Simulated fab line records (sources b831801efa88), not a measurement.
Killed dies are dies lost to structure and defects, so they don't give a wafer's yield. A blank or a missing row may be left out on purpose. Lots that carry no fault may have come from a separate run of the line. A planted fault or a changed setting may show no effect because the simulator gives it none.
fab line records	flow gf180mcu	part 1 of 2: steps 1 to 32 of 42
record lots=5	wafers=15	lastDay=34
route steps=602 shown M4@460 V4@476
lots with no fault: from the same line, run without faults
startH: hours from the record's first day to the start of the lot's first wafer shown	waitH: hours elapsed since this lot's preceding step	" unchanged from the row above	L1.1+2: several wafers, shown together as one row	- no value, or no start given	* or withheld: withheld	< > ~ a bound
route shown NAME@n: NAME is a module with steps in the file, n the number in the route of the first one	usual: average and standard deviation across the fault-free wafers	same: alike in all rows	chamber/n: place in a boat	sites: readings site by site	_std_site: standard deviation of those values	_edge_site: mean of outer sites minus mean of inner sites	radiusMm: for every site, how far away it sits from the centre of the wafer	mask NAME#n: copy n	behind: the last tool/chamber to shape the wafer	hold: reason for holding the lot/hours on hold/outcome of the hold	device: whichever transistor did not switch (one of n, p or np)	end of line: tests of these same wafers at the route's end	where a step has no rows: the recipe by itself	killed: dies lost to structure and defects at the first sort, not the wafer's yield	map: per-die view of a wafer (x killed, . not killed, _ where there is no die)
set.NAME: the setting the step ran with; set.NAME@STEP: the setting that earlier step ran with	model.NAME: the simulator's own value behind a step, which no gauge read
a table for each step, a row for each wafer; lots at some steps of the route
services: when a tool's chamber went out of use (startH, in hours from the record's first day, below 0 if earlier), for how many hours, and the reason
## steps
# step GF_M4_SPUTTER_04
# recipe material=TiN	targetThkNm=50	powerW=6500	timeS=41.7	chamberPressurePa=0.4
# usual throttleValvePct=29.7/0.53
lot.wafer	tool	chamber	startH	waitH	throttleValvePct
L075.1	pvdSputter-04	-	524.74	0.0	29.7
L075.3	"	-	"	"	29.6
L075.5	"	-	"	"	29.3
L076.1	pvdSputter-04	-	534.14	0.0	29.5
L076.2	"	-	"	"	29.1
L076.5	"	-	"	"	29.7
L085.1	pvdSputter-02	-	622.96	0.0	29.1
L085.2	"	-	"	"	29.6
L085.3	"	-	"	"	29.4
L092.1	pvdSputter-02	-	659.42	0.0	29.2
L092.2	"	-	"	"	29.8
L092.3	"	-	"	"	29.6
L094.2	pvdSputter-02	-	674.46	0.0	29.5
L094.4	"	-	"	"	29.1
L094.6	"	-	"	"	29.5
# step GF_M4_RS_MEAS_05
# recipe thkMeasGauge=four-point-probe	reads=TiN_of_M4_SPUTTER_04+Ti_of_M4_SPUTTER_03+AlCu_of_M4_SPUTTER_02+TiN_of_M4_SPUTTER_01+Ti_of_M4_SPUTTER_00
# usual M4_ALCU_RS=0.0698/0.00076
lot.wafer	tool	chamber	startH	waitH	M4_ALCU_RS[ohm/sq]
L075.1	filmMetro-01	-	524.78	0.0	0.0712
L075.3	"	-	"	"	0.0703
L075.5	"	-	"	"	0.0697
L076.1	filmMetro-01	-	534.18	0.0	0.0708
L076.2	"	-	"	"	0.0691
L076.5	"	-	"	"	0.0698
L085.1	filmMetro-02	-	623.00	0.0	0.0706
L085.2	"	-	"	"	0.0700
L085.3	"	-	"	"	0.0710
L092.1	filmMetro-01	-	659.46	0.0	0.0694
L092.2	"	-	"	"	0.0686
L092.3	"	-	"	"	0.0694
L094.2	filmMetro-01	-	674.52	0.0	0.0694
L094.4	"	-	"	"	0.0695
L094.6	"	-	"	"	0.0691
# step GF_M4_THK_MEAS_06
# recipe thkMeasGauge=xrf	reads=AlCu_of_M4_SPUTTER_02
# usual M4_ALCU_THK=459/5.6
lot.wafer	tool	chamber	startH	waitH	M4_ALCU_THK[nm]
L075.1	filmMetro-01	-	524.90	0.1	450
L075.3	"	-	"	"	454
L075.5	"	-	"	"	455
L076.1	filmMetro-01	-	534.30	0.1	451
L076.2	"	-	"	"	464
L076.5	"	-	"	"	461
L085.1	filmMetro-02	-	623.12	0.1	456
L085.2	"	-	"	"	460
L085.3	"	-	"	"	452
L092.1	filmMetro-01	-	659.58	0.1	462
L092.2	"	-	"	"	464
L092.3	"	-	"	"	460
L094.2	filmMetro-01	-	674.63	0.1	464
L094.4	"	-	"	"	459
L094.6	"	-	"	"	467
# step GF_M4_DEHYDRATE_07
# recipe tempC=200	timeS=60
lot.wafer	tool	chamber	startH	waitH
L075.1+3+5	lithoTrack-02	0	535.78	10.9
L076.1+2+5	lithoTrack-02	0	545.28	11.0
L085.1+2+3	lithoTrack-02	0	632.52	9.4
L092.1+2+3	lithoTrack-02	0	668.77	9.2
L094.2+4+6	lithoTrack-01	0	682.78	8.1
# step GF_M4_HMDS_08
# recipe primeTimeS=60	primeTempC=120
# same primeTimeS=60
lot.wafer	tool	chamber	startH	waitH
L075.1+3+5	lithoTrack-02	0	535.93	0.1
L076.1+2+5	lithoTrack-02	0	545.43	0.1
L085.1+2+3	lithoTrack-02	0	632.67	0.1
L092.1+2+3	lithoTrack-02	0	668.92	0.1
L094.2+4+6	lithoTrack-01	0	682.93	0.1
# step GF_M4_COAT_09
# recipe resist=KrF	spinRpm=withheld	resistThkNm=1000
lot.wafer	tool	chamber	startH	waitH
L075.1+3+5	lithoTrack-02	0	536.08	0.1
L076.1+2+5	lithoTrack-02	0	545.58	0.1
L085.1+2+3	lithoTrack-02	0	632.82	0.1
L092.1+2+3	lithoTrack-02	0	669.07	0.1
L094.2+4+6	lithoTrack-01	0	683.08	0.1
# step GF_M4_SOFTBAKE_10
# recipe tempC=130	timeS=60	resist=KrF
lot.wafer	tool	chamber	startH	waitH
L075.1+3+5	lithoTrack-02	0	536.23	0.1
L076.1+2+5	lithoTrack-02	0	545.73	0.1
L085.1+2+3	lithoTrack-02	0	632.97	0.1
L092.1+2+3	lithoTrack-02	0	669.22	0.1
L094.2+4+6	lithoTrack-01	0	683.23	0.1
# step GF_M4_EXPOSE_11
# recipe maskId=Metal4	targetCdNm=280	na=0.68	sourceShape=conventional	sigmaOuter=0.6	doseMj=28
# same sigmaOuter=0.6
lot.wafer	tool	chamber	startH	waitH	mask
L075.1+3+5	krfScanner-01	0	-	-	Metal4#0
L076.1+2+5	krfScanner-02	0	-	-	Metal4#0
L085.1+2+3	krfScanner-01	0	-	-	Metal4#0
L092.1+2+3	krfScanner-02	0	-	-	Metal4#0
L094.2+4+6	krfScanner-02	0	-	-	Metal4#0
# step GF_M4_PEB_12
# recipe pebTempC=135	pebTimeS=90	resist=KrF
lot.wafer	tool	chamber	startH	waitH
L075.1+3+5	lithoTrack-03	0	-	-
L076.1+2+5	lithoTrack-02	0	-	-
L085.1+2+3	lithoTrack-01	0	-	-
L092.1+2+3	lithoTrack-02	0	-	-
L094.2+4+6	lithoTrack-03	0	-	-
# step GF_M4_DEVELOP_13
# recipe developTimeS=60	devTempC=21
lot.wafer	tool	chamber	startH	waitH
L075.1+3+5	lithoTrack-03	0	547.04	0.2
L076.1+2+5	lithoTrack-02	0	556.32	0.2
L085.1+2+3	lithoTrack-01	0	642.05	0.2
L092.1+2+3	lithoTrack-02	0	678.87	0.2
L094.2+4+6	lithoTrack-03	0	692.76	0.2
# step GF_M4_CD_MEAS_14
# recipe targetCdNm=280
# usual cdNm=280.2/1.2
lot.wafer	tool	chamber	startH	waitH	cdNm
L075.1	cdSem-01	-	547.19	0.1	280.1
L075.3	"	-	"	"	279.7
L075.5	"	-	"	"	280.0
L076.1	cdSem-02	-	556.47	0.1	281.3
L076.2	"	-	"	"	281.3
L076.5	"	-	"	"	281.7
L085.1	cdSem-02	-	642.20	0.1	278.6
L085.2	"	-	"	"	279.3
L085.3	"	-	"	"	280.4
L092.1	cdSem-01	-	679.02	0.1	282.3
L092.2	"	-	"	"	280.4
L092.3	"	-	"	"	281.4
L094.2	cdSem-02	-	692.91	0.1	279.2
L094.4	"	-	"	"	280.1
L094.6	"	-	"	"	280.1
# step GF_M4_OVL_MEAS_15
# usual M4_OVL=-2/6.2
lot.wafer	tool	chamber	startH	waitH	M4_OVL[nm]
L075.1	overlay-01	-	547.31	0.1	-3
L075.3	"	-	"	"	-14
L075.5	"	-	"	"	-6
L076.1	overlay-01	-	556.59	0.1	-3
L076.2	"	-	"	"	3
L076.5	"	-	"	"	-5
L085.1	overlay-02	-	642.32	0.1	-5
L085.2	"	-	"	"	-6
L085.3	"	-	"	"	-3
L092.1	overlay-02	-	679.14	0.1	-8
L092.2	"	-	"	"	0
L092.3	"	-	"	"	-3
L094.2	overlay-01	-	693.01	0.1	2
L094.4	"	-	"	"	3
L094.6	"	-	"	"	-2
# step GF_M4_METAL_ETCH_16
# recipe chemistry=Cl2/BCl3	maskMaterial=KrF	targetDepthNm=750.8	stopOn=SiO2	pressureMtorr=8	icpW=800	biasW=140	Cl2_flow_sccm=80	bcl3FlowSccm=40	timeS=125.1
# usual drypumpMotorCurrentA=5.91/0.23	oesProductAu=0.987/0.0064	throttleValvePct=28.232/0.01
lot.wafer	tool	chamber	startH	waitH	drypumpMotorCurrentA	oesProductAu	rfHoursCounterH	throttleValvePct
L075.1	rieMetal-02	0	547.34	0.0	5.87	0.985	3	28.228
L075.3	"	0	"	"	5.88	0.994	-	28.231
L075.5	"	1	"	"	5.93	0.990	-	28.242
L076.1	rieMetal-02	0	556.63	0.0	5.90	0.996	3	28.234
L076.2	"	0	"	"	5.92	0.987	-	28.234
L076.5	"	0	"	"	5.85	0.986	-	28.229
L085.1	rieMetal-02	0	642.36	0.0	5.87	0.989	6	28.230
L085.2	"	1	"	"	5.91	0.987	2	28.240
L085.3	"	0	"	"	5.87	0.982	-	28.225
L092.1	rieMetal-03	1	679.18	0.0	5.62	0.995	14	28.220
L092.2	"	0	"	"	5.93	0.980	15	28.251
L092.3	"	0	"	"	5.91	0.989	-	28.234
L094.2	rieMetal-02	0	693.04	0.0	5.86	0.972	8	28.251
L094.4	"	0	"	"	5.85	0.975	-	28.223
L094.6	"	0	"	"	5.89	0.984	-	28.245
# step GF_M4_STRIP_17
# recipe chemistry=O2/N2	powerW=1400	pressureMtorr=1500	platenTempC=250	o2FlowSccm=3000	n2FlowSccm=300	overashFraction=0.5
# usual drypumpMotorCurrentA=5.8/0.35	heaterPowerW=321/42	oesProductAu=0.539/0.0052	stripTimeToEndpointS=7.41/0.059
lot.wafer	tool	chamber	startH	waitH	drypumpMotorCurrentA	heaterPowerW	oesProductAu	rfHoursCounterH	stripTimeToEndpointS
L075.1	plasmaAsher-02	1	547.47	0.1	6.2	387	0.543	42	7.41
L075.3	"	0	"	"	6.1	325	0.546	-	7.37
L075.5	"	0	"	"	6.1	332	0.540	-	7.36
L076.1	plasmaAsher-04	0	556.89	0.2	5.3	318	0.532	13	7.35
L076.2	"	1	"	"	5.8	269	0.536	13	7.36
L076.5	"	1	"	"	5.8	273	0.528	-	7.37
L085.1	plasmaAsher-02	1	642.49	0.1	6.1	385	0.544	52	7.42
L085.2	"	0	"	"	6.1	331	0.536	52	7.43
L085.3	"	1	"	"	6.2	385	0.538	-	7.40
L092.1	plasmaAsher-04	0	679.31	0.1	5.3	311	0.539	25	7.34
L092.2	"	1	"	"	5.8	268	0.548	25	7.48
L092.3	"	1	"	"	5.8	270	0.546	-	7.47
L094.2	plasmaAsher-01	0	693.17	0.1	5.5	274	0.545	112	7.55
L094.4	"	0	"	"	5.5	272	0.547	-	7.53
L094.6	"	1	"	"	5.3	320	0.538	-	7.50
# step GF_M4_STRIP_18
# recipe chemistry=postEtchResidueRemover	timeS=1200	tempC=72.5
# usual bathHeatDutyPct=14.2/1.4
lot.wafer	tool	chamber	startH	waitH	bathHeatDutyPct
L075.1	wetBench-01	3	547.57	0.1	14.0
L075.3	"	3	"	"	13.9
L075.5	"	3	"	"	12.8
L076.1	wetBench-02	2	556.99	0.1	16.6
L076.2	"	2	"	"	17.0
L076.5	"	2	"	"	15.7
L085.1	wetBench-03	1	642.59	0.1	14.6
L085.2	"	1	"	"	15.1
L085.3	"	1	"	"	14.3
L092.1	wetBench-01	2	679.41	0.1	14.8
L092.2	"	2	"	"	13.9
L092.3	"	2	"	"	14.2
L094.2	wetBench-03	1	693.27	0.1	15.8
L094.4	"	1	"	"	14.5
L094.6	"	1	"	"	14.3
# step GF_M4_CLEAN_19
# recipe chemistry=DIW	dry=n2Spin
lot.wafer	tool	chamber	startH	waitH
L075.1+3+5	wetBench-02	0	547.92	0.0
L076.1+2+5	wetBench-01	1	557.36	0.0
L085.1+2+3	wetBench-01	2	642.93	0.0
L092.1+2+3	wetBench-01	3	679.75	0.0
L094.2+4+6	wetBench-01	1	693.61	0.0
# step GF_V4_CVD_00
# recipe material=SiO2	targetThkNm=600	sigmaOpenFrac=0.3	tempC=400	timeS=100	sih4FlowSccm=60	pressureMtorr=6
# usual pressureMtorr=5.998/0.012
lot.wafer	tool	chamber	startH	waitH	pressureMtorr
L075.1	hdpcvd-02	0	548.01	0.0	5.996
L075.3	"	1	"	"	6.017
L075.5	"	2	"	"	5.980
L076.1	hdpcvd-02	2	557.45	0.0	5.982
L076.2	"	0	"	"	5.996
L076.5	"	0	"	"	5.995
L085.1	hdpcvd-01	0	643.02	0.0	6.014
L085.2	"	1	"	"	5.998
L085.3	"	2	"	"	6.003
L092.1	hdpcvd-02	1	679.84	0.0	5.989
L092.2	"	2	"	"	5.994
L092.3	"	0	"	"	5.968
L094.2	hdpcvd-02	1	693.71	0.0	5.998
L094.4	"	2	"	"	6.014
L094.6	"	0	"	"	5.993
# step GF_V4_THK_MEAS_01
# recipe reads=SiO2_of_V4_CVD_00
# usual V4_CVD_00_THK=601/6.1
lot.wafer	tool	chamber	startH	waitH	V4_CVD_00_THK[nm]
L075.1	filmMetro-04	-	548.08	0.0	603
L075.3	"	-	"	"	604
L075.5	"	-	"	"	590
L076.1	filmMetro-04	-	557.53	0.0	602
L076.2	"	-	"	"	609
L076.5	"	-	"	"	606
L085.1	filmMetro-03	-	643.09	0.0	598
L085.2	"	-	"	"	599
L085.3	"	-	"	"	610
L092.1	filmMetro-02	-	679.91	0.0	606
L092.2	"	-	"	"	599
L092.3	"	-	"	"	600
L094.2	filmMetro-04	-	693.80	0.0	608
L094.4	"	-	"	"	596
L094.6	"	-	"	"	603
# step GF_V4_CVD_02
# recipe material=SiO2	targetThkNm=850	precursor=TEOS	tempC=400	timeS=94.851	rfW=600
# usual heaterPowerW=679/84
lot.wafer	tool	chamber	startH	waitH	heaterPowerW
L075.1	pecvd-04	0	548.14	0.1	719
L075.3	"	1	"	"	727
L075.5	"	2	"	"	540
L076.1	pecvd-03	1	557.59	0.1	609
L076.2	"	0	"	"	729
L076.5	"	1	"	"	648
L085.1	pecvd-02	1	643.15	0.1	779
L085.2	"	2	"	"	756
L085.3	"	0	"	"	625
L092.1	pecvd-02	2	679.97	0.1	726
L092.2	"	1	"	"	721
L092.3	"	1	"	"	774
L094.2	pecvd-02	0	693.85	0.0	556
L094.4	"	0	"	"	606
L094.6	"	2	"	"	634
# step GF_V4_THK_MEAS_03
# recipe reads=SiO2_of_V4_CVD_02
# usual V4_CVD_02_THK=850/12
lot.wafer	tool	chamber	startH	waitH	V4_CVD_02_THK[nm]
L075.1	filmMetro-04	-	548.21	0.0	849
L075.3	"	-	"	"	862
L075.5	"	-	"	"	855
L076.1	filmMetro-02	-	557.66	0.0	863
L076.2	"	-	"	"	849
L076.5	"	-	"	"	864
L085.1	filmMetro-04	-	643.22	0.0	838
L085.2	"	-	"	"	839
L085.3	"	-	"	"	830
L092.1	filmMetro-03	-	680.08	0.1	832
L092.2	"	-	"	"	831
L092.3	"	-	"	"	851
L094.2	filmMetro-03	-	693.93	0.0	840
L094.4	"	-	"	"	849
L094.6	"	-	"	"	838
# step GF_V4_CMP_04
# recipe material=SiO2	downForcePsi=4	platenRpm=60	padVelocityMS=0.94248
# usual motorCurrentA=12.1/1	platenRpm=60.00/0.037	slurryFlowMlMin=150.0/0.46	timeToEndpointS=80/6.1
lot.wafer	tool	chamber	startH	waitH	motorCurrentA	platenRpm	slurryFlowMlMin	timeToEndpointS
L075.1	cmp-02	3	548.27	0.1	13.5	59.95	149.9	75
L075.3	"	2	"	"	12.1	60.00	150.2	93
L075.5	"	3	"	"	13.2	60.01	150.1	77
L076.2	cmp-01	1	557.77	0.1	10.2	60.01	150.5	77
L076.1	"	2	"	"	12.3	59.96	150.2	83
L076.5	"	0	"	"	12.1	60.09	150.2	81
L085.3	cmp-02	2	643.33	0.1	12.0	60.02	150.0	77
L085.1	"	3	"	"	13.2	60.02	149.9	71
L085.2	"	0	"	"	12.4	59.97	150.7	78
L092.3	cmp-01	3	680.14	0.0	12.8	60.01	149.5	78
L092.2	"	0	"	"	12.2	60.05	150.4	69
L092.1	"	2	"	"	12.5	59.98	149.4	71
L094.4	cmp-01	3	693.98	0.0	12.1	60.03	150.3	74
L094.2	"	2	"	"	12.6	60.02	149.5	74
L094.6	"	3	"	"	13.0	60.08	150.3	75
# step GF_V4_BOW_MEAS_05
# recipe mode=bow
# usual V4_BOW=137/7.4
lot.wafer	tool	chamber	startH	waitH	V4_BOW[um]
L075.1	filmMetro-02	-	548.57	0.2	149
L075.3	"	-	"	"	141
L075.5	"	-	"	"	138
L076.1	filmMetro-03	-	558.02	0.1	128
L076.2	"	-	"	"	147
L076.5	"	-	"	"	146
L085.1	filmMetro-02	-	643.58	0.1	144
L085.2	"	-	"	"	129
L085.3	"	-	"	"	140
L092.1	filmMetro-02	-	680.44	0.1	142
L092.2	"	-	"	"	139
L092.3	"	-	"	"	147
L094.2	filmMetro-03	-	694.30	0.1	129
L094.4	"	-	"	"	142
L094.6	"	-	"	"	139
# step GF_V4_DEHYDRATE_06
# recipe tempC=200	timeS=60
lot.wafer	tool	chamber	startH	waitH
L075.1+3+5	lithoTrack-04	0	559.44	10.9
L076.1+2+5	lithoTrack-02	0	568.87	10.8
L085.1+2+3	lithoTrack-02	0	653.57	10.0
L092.1+2+3	lithoTrack-02	0	689.07	8.6
L094.2+4+6	lithoTrack-02	0	702.60	8.3
# step GF_V4_HMDS_07
# recipe primeTimeS=60	primeTempC=120
# same primeTimeS=60
lot.wafer	tool	chamber	startH	waitH
L075.1+3+5	lithoTrack-04	0	559.59	0.1
L076.1+2+5	lithoTrack-02	0	569.02	0.1
L085.1+2+3	lithoTrack-02	0	653.72	0.1
L092.1+2+3	lithoTrack-02	0	689.22	0.1
L094.2+4+6	lithoTrack-02	0	702.75	0.1
# step GF_V4_COAT_08
# recipe resist=BARC	tempC=withheld	timeS=withheld	spinRpm=withheld	resistThkNm=withheld
lot.wafer	tool	chamber	startH	waitH
L075.1+3+5	lithoTrack-04	0	559.74	0.1
L076.1+2+5	lithoTrack-02	0	569.17	0.1
L085.1+2+3	lithoTrack-02	0	653.87	0.1
L092.1+2+3	lithoTrack-02	0	689.37	0.1
L094.2+4+6	lithoTrack-02	0	702.90	0.1
# step GF_V4_COAT_09
# recipe resist=KrF	spinRpm=withheld	resistThkNm=1000
lot.wafer	tool	chamber	startH	waitH
L075.1+3+5	lithoTrack-04	0	-	-
L076.1+2+5	lithoTrack-02	0	-	-
L085.1+2+3	lithoTrack-02	0	-	-
L092.1+2+3	lithoTrack-02	0	-	-
L094.2+4+6	lithoTrack-02	0	-	-
# step GF_V4_SOFTBAKE_10
# recipe tempC=130	timeS=60	resist=KrF
lot.wafer	tool	chamber	startH	waitH
L075.1+3+5	lithoTrack-04	0	-	-
L076.1+2+5	lithoTrack-02	0	-	-
L085.1+2+3	lithoTrack-02	0	-	-
L092.1+2+3	lithoTrack-02	0	-	-
L094.2+4+6	lithoTrack-02	0	-	-
# step GF_V4_EXPOSE_11
# recipe maskId=Via4	targetCdNm=260	na=0.68	sourceShape=conventional	sigmaOuter=0.6	doseMj=38
# same sigmaOuter=0.6
lot.wafer	tool	chamber	startH	waitH	mask
L075.1+3+5	krfScanner-01	0	-	-	Via4#0
L076.1+2+5	krfScanner-02	0	-	-	Via4#0
L085.1+2+3	krfScanner-02	0	-	-	Via4#0
L092.1+2+3	krfScanner-01	0	-	-	Via4#0
L094.2+4+6	krfScanner-02	0	-	-	Via4#0
# step GF_V4_PEB_12
# recipe pebTempC=135	pebTimeS=90	resist=KrF
lot.wafer	tool	chamber	startH	waitH
L075.1+3+5	lithoTrack-02	0	-	-
L076.1+2+5	lithoTrack-01	0	-	-
L085.1+2+3	lithoTrack-01	0	-	-
L092.1+2+3	lithoTrack-04	0	-	-
L094.2+4+6	lithoTrack-04	0	-	-
# step GF_V4_DEVELOP_13
# recipe developTimeS=60	resist=KrF	devTempC=21
lot.wafer	tool	chamber	startH	waitH
L075.1+3+5	lithoTrack-02	0	570.72	0.2
L076.1+2+5	lithoTrack-01	0	579.40	0.2
L085.1+2+3	lithoTrack-01	0	663.05	0.2
L092.1+2+3	lithoTrack-04	0	698.74	0.2
L094.2+4+6	lithoTrack-04	0	712.82	0.2
# step GF_V4_CD_MEAS_14
# recipe targetCdNm=260
# usual cdNm=260.0/1.1
lot.wafer	tool	chamber	startH	waitH	cdNm
L075.1	cdSem-02	-	570.87	0.1	258.5
L075.3	"	-	"	"	257.6
L075.5	"	-	"	"	258.1
L076.1	cdSem-02	-	579.55	0.1	259.9
L076.2	"	-	"	"	260.5
L076.5	"	-	"	"	259.3
L085.1	cdSem-01	-	663.20	0.1	259.8
L085.2	"	-	"	"	258.2
L085.3	"	-	"	"	258.3
L092.1	cdSem-01	-	698.89	0.1	260.0
L092.2	"	-	"	"	260.5
L092.3	"	-	"	"	260.8
L094.2	cdSem-01	-	712.96	0.1	258.5
L094.4	"	-	"	"	259.8
L094.6	"	-	"	"	258.5
# step GF_V4_OVL_MEAS_15
# usual V4_OVL=1/5.9
lot.wafer	tool	chamber	startH	waitH	V4_OVL[nm]
L075.1	overlay-01	-	570.99	0.1	-6
L075.3	"	-	"	"	-2
L075.5	"	-	"	"	-2
L076.1	overlay-02	-	579.67	0.1	-4
L076.2	"	-	"	"	3
L076.5	"	-	"	"	3
L085.1	overlay-01	-	663.32	0.1	-1
L085.2	"	-	"	"	-7
L085.3	"	-	"	"	0
L092.1	overlay-02	-	699.01	0.1	-11
L092.2	"	-	"	"	-10
L092.3	"	-	"	"	-3
L094.2	overlay-02	-	713.07	0.1	2
L094.4	"	-	"	"	3
L094.6	"	-	"	"	-1
